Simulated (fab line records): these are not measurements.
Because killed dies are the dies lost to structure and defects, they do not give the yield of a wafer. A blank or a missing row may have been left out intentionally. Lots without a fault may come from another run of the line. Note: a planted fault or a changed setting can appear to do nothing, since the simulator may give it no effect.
Split-lot experiment | flow sfq line | route with 325 steps; 5 lots, 23 wafers read

== THE SPLIT ==
At SFQ_TRILAYER_M0_LITHO_COAT_026 (resist thk 62 nm), the setting resist thk nm was moved away from the recipe's 62 nm on 7 of the 23 wafers read, by -5.8% to +2.2%. For the rest of the wafers, this setting stayed at what the recipe calls for.

The split's own step is where the reading is taken.

== THE READING ==
BARC_of_TRILAYER_M0_LITHO_COAT_026.thk nm (the simulator's own value, which no gauge read), in nm, at SFQ_TRILAYER_M0_LITHO_COAT_026 (resist thk 62 nm). No usual value for it is given in the file. The 16 wafers here that ran the recipe average 62.04 nm, standard deviation 0.18 nm.

wafer  | tool, chamber at the split | resist thk nm as run, nm | against the recipe | BARC_of_TRILAYER_M0_LITHO_COAT_026.thk nm, nm | against lot-mates on the recipe
L074.1 | litho track-02, 0          | 62                       | recipe             | 61.94                                         | -
L074.2 | litho track-02, 0          | 58.41                    | -5.8%              | 58.25                                         | -3.54
L074.3 | litho track-02, 0          | 58.41                    | -5.8%              | 58.24                                         | -3.55
L074.4 | litho track-02, 0          | 58.41                    | -5.8%              | 58.09                                         | -3.70
L074.5 | litho track-02, 0          | 62                       | recipe             | 61.64                                         | -
L077.1 | litho track-02, 0          | 62                       | recipe             | 61.78                                         | -
L077.4 | litho track-02, 0          | 62                       | recipe             | 61.84                                         | -
L077.5 | litho track-02, 0          | 62                       | recipe             | 61.98                                         | -
L082.1 | litho track-02, 0          | 63.37                    | +2.2%              | 63.51                                         | +1.40
L082.2 | litho track-02, 0          | 63.37                    | +2.2%              | 63.32                                         | +1.21
L082.3 | litho track-02, 0          | 62                       | recipe             | 62.13                                         | -
L082.4 | litho track-02, 0          | 62                       | recipe             | 62.17                                         | -
L082.5 | litho track-02, 0          | 62                       | recipe             | 62.02                                         | -
L084.1 | litho track-03, 0          | 62                       | recipe             | 62                                            | -
L084.3 | litho track-03, 0          | 62                       | recipe             | 61.96                                         | -
L084.4 | litho track-03, 0          | 62                       | recipe             | 62.12                                         | -
L084.5 | litho track-03, 0          | 59.86                    | -3.5%              | 60.04                                         | -1.99
L084.6 | litho track-03, 0          | 59.86                    | -3.5%              | 59.88                                         | -2.15
L085.1 | litho track-02, 0          | 62                       | recipe             | 62                                            | -
L085.2 | litho track-02, 0          | 62                       | recipe             | 62.34                                         | -
L085.3 | litho track-02, 0          | 62                       | recipe             | 62.31                                         | -
L085.4 | litho track-02, 0          | 62                       | recipe             | 62.21                                         | -
L085.6 | litho track-02, 0          | 62                       | recipe             | 62.19                                         | -

THE FIT
A straight line over all 23 wafers: BARC_of_TRILAYER_M0_LITHO_COAT_026.thk nm changes by +0.65 nm for each +1% of resist thk nm; r = +0.99; the points scatter about the line by 0.18 nm.
The same after taking each lot's own level away (the mean of its wafers on the recipe; 23 wafers): +0.614 nm for each +1%; r = +1.00; scatter 0.1 nm.
On that fit, the largest move of resist thk nm shifts the reading by 3.6 nm.
From 61.790 to 62.210 nm: that is the span of the lots' own levels, equal to 2.3 times the standard deviation above.
So the lot-to-lot level changes the slope little: the two slopes agree.
Check: with one of the wafers moved furthest among these (-5.8%) left out of the fit, the line predicts -3.57 nm for it against its lot-mates. Against them it came out at -3.54 nm.

== ADDITIONAL SPLITS CARRIED BY THESE WAFERS ==
Other splits were also applied to these wafers ahead of the reading. Each is held against what the fit with the lots' levels taken away leaves over:
other split on the same wafers                 | wafers away from the commonest value | r with BARC_of_TRILAYER_M0_LITHO_COAT_026.thk nm (lot level and that fit taken away)
SFQ_TRILAYER_L0_LITHO_COAT_010 spin rpm        | 9                                    | +0.31
SFQ_TRILAYER_L0_BARC_OPEN_METAL_ETCH_010 icp w | 8                                    | -0.12
SFQ_TRILAYER_L0_CAP_PECVD_011 time s           | 11                                   | -0.16
SFQ_TRILAYER_L0_VIA_ETCH_VIA_ETCH_016 source w | 8                                    | +0.05
SFQ_TRILAYER_M0_DEP_SPUTTER_019 time s         | 8                                    | -0.28

== FILE'S OWN FIT ==
BARC_of_TRILAYER_M0_LITHO_COAT_026.thk nm changes by +0.613 nm for each +1% of resist thk nm, r = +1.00.
